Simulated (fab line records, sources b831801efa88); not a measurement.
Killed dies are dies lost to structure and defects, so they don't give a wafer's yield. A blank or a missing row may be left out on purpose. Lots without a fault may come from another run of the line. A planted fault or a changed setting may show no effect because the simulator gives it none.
Which tool did it? | flow sky130 | 13 lots, 39 wafers sampled, at 4 steps of a route of 708

WHAT THE GAUGES READ, wafer by wafer
SKY_NWELL_THK_MEAS_02.
lot  | measured    | on            | NWELL_OXIDATION_THK (nm)
L859 | day 2 12:28 | film_metro-02 | 10.38 10.33 10.28
L860 | day 2 19:55 | film_metro-03 | 10.24 10.29 10.17
L861 | day 3 00:05 | film_metro-01 | 10.07 9.94 9.95
L862 | day 3 04:11 | film_metro-01 | 10.40 10.32 10.41
L863 | day 3 10:35 | film_metro-02 | 10.03 9.82 9.78
L864 | day 3 19:37 | film_metro-02 | 9.85 9.98 9.80
L865 | day 3 22:32 | film_metro-01 | 10.31 10.53 10.41
L875 | day 5 22:52 | film_metro-01 | 11.27 11.32 11.38
L876 | day 6 03:34 | film_metro-01 | 10.89 10.69 10.78
L878 | day 6 13:02 | film_metro-03 | 10.19 10.30 10.23
L879 | day 6 18:15 | film_metro-03 | 10.00 10.12 10.14
L881 | day 7 06:10 | film_metro-03 | 10.15 10.10 10.00
L882 | day 7 11:02 | film_metro-03 | 10.07 9.99 9.99

SKY_DNWELL_TW_MEAS_09.
lot  | measured    | on            | DNWELL_TW
L859 | day 3 03:25 | film_metro-01 | 1125 1123 1133
L860 | day 3 11:57 | film_metro-01 | 1117 1117 1121
L861 | day 3 16:11 | film_metro-03 | 1132 1129 1127
L862 | day 3 20:37 | film_metro-02 | 1102 1099 1103
L863 | day 4 02:32 | film_metro-01 | 1103 1098 1100
L864 | day 4 12:37 | film_metro-03 | 1123 1133 1125
L865 | day 4 15:09 | film_metro-03 | 1123 1123 1129
L875 | day 6 17:54 | film_metro-01 | 1119 1115 1117
L876 | day 6 23:22 | film_metro-02 | 1111 1107 1110
L878 | day 7 09:16 | film_metro-03 | 1131 1132 1129
L879 | day 7 13:45 | film_metro-01 | 1103 1106 1104
L881 | day 8 02:37 | film_metro-01 | 1107 1104 1102
L882 | day 8 07:41 | film_metro-03 | 1116 1113 1114

SKY_VT_ADJUST_HVTR_OVL_MEAS_08.
lot  | measured     | on         | VT_ADJUST_HVTR_OVL (nm)
L859 | day 9 10:50  | overlay-01 | -0.1 -0.3 -1.2
L860 | day 9 22:10  | overlay-01 | -0.7 -1.7 0.8
L861 | day 10 02:58 | overlay-02 | 0.5 0.2 1.9
L862 | day 10 09:19 | overlay-01 | 1.0 0.5 -0.5
L863 | day 10 18:49 | overlay-01 | 0.7 1.0 0.5
L864 | day 11 07:56 | overlay-02 | 2.9 0.5 1.5
L865 | day 11 10:55 | overlay-01 | -0.4 -0.3 0.4
L875 | day 14 06:17 | overlay-01 | 1.3 0.4 1.5
L876 | day 14 13:05 | overlay-02 | 1.1 1.5 2.6
L878 | day 15 04:47 | overlay-01 | 0.0 0.9 1.4
L879 | day 15 10:09 | overlay-01 | 0.8 0.7 1.7
L881 | day 16 01:34 | overlay-01 | 2.3 0.7 1.6
L882 | day 16 11:38 | overlay-02 | 2.9 2.6 1.2

SKY_GATE_OXIDE_THK_MEAS_02.
lot  | measured     | on            | GATE_OXIDE_OXIDATION_00_THK (nm)
L859 | day 12 14:17 | film_metro-02 | 10.14 10.12 10.18
L860 | day 13 01:20 | film_metro-03 | 10.69 10.44 10.55
L861 | day 13 10:10 | film_metro-02 | 10.13 10.19 10.25
L862 | day 13 18:34 | film_metro-03 | 10.22 10.03 10.24
L863 | day 14 03:04 | film_metro-03 | 9.83 9.73 9.59
L864 | day 14 18:59 | film_metro-02 | 10.50 10.44 10.27
L865 | day 15 02:26 | film_metro-01 | 10.21 10.27 10.23
L875 | day 18 02:47 | film_metro-02 | 10.23 10.21 10.23
L876 | day 18 11:58 | film_metro-01 | 10.69 10.62 10.75
L878 | day 19 05:47 | film_metro-03 | 10.01 9.67 9.84
L879 | day 19 10:42 | film_metro-03 | 10.30 10.35 10.27
L881 | day 20 04:18 | film_metro-02 | 9.82 10.07 10.11
L882 | day 20 15:04 | film_metro-01 | 10.15 9.78 9.97

WHICH TOOL RAN EACH LOT (tool, then ch and the chambers of the sampled wafers, then the start)
The record holds no process step before these readings.

WHAT THE TOOLS THEMSELVES READ (means of the sampled wafers that have a number; where no wafer has one, the mark that the record gives instead)
The record holds no such reading with a usual standard deviation.

THE ANSWER, worked out from the rows above alone
Rule: what is usual is taken from the lots themselves. Put in order of their means at a reading, lots are off if they are a third of the lots or fewer, leave a main group of 4 or more, and stand apart from it by a gap of 3 or more times the standard deviation of the main group's means; of several such gaps the widest counts. A main group whose means are all the same, to the digits that the tables above print for the reading, isn't used. A lot without any number at a reading at which 4 lots or more have one is off too. The other lots that the step has rows for count as sound. The gauges are gone through in route order, then the tools' own readings, and for those a lot's mean is taken as printed above. The first step at which some lot is off is used, and at that step the reading that is off furthest; a lot without a number counts as furthest.
No lot is off at any reading shown: from this, nothing can be told.

WHAT THE SIMULATOR HAD PUT IN
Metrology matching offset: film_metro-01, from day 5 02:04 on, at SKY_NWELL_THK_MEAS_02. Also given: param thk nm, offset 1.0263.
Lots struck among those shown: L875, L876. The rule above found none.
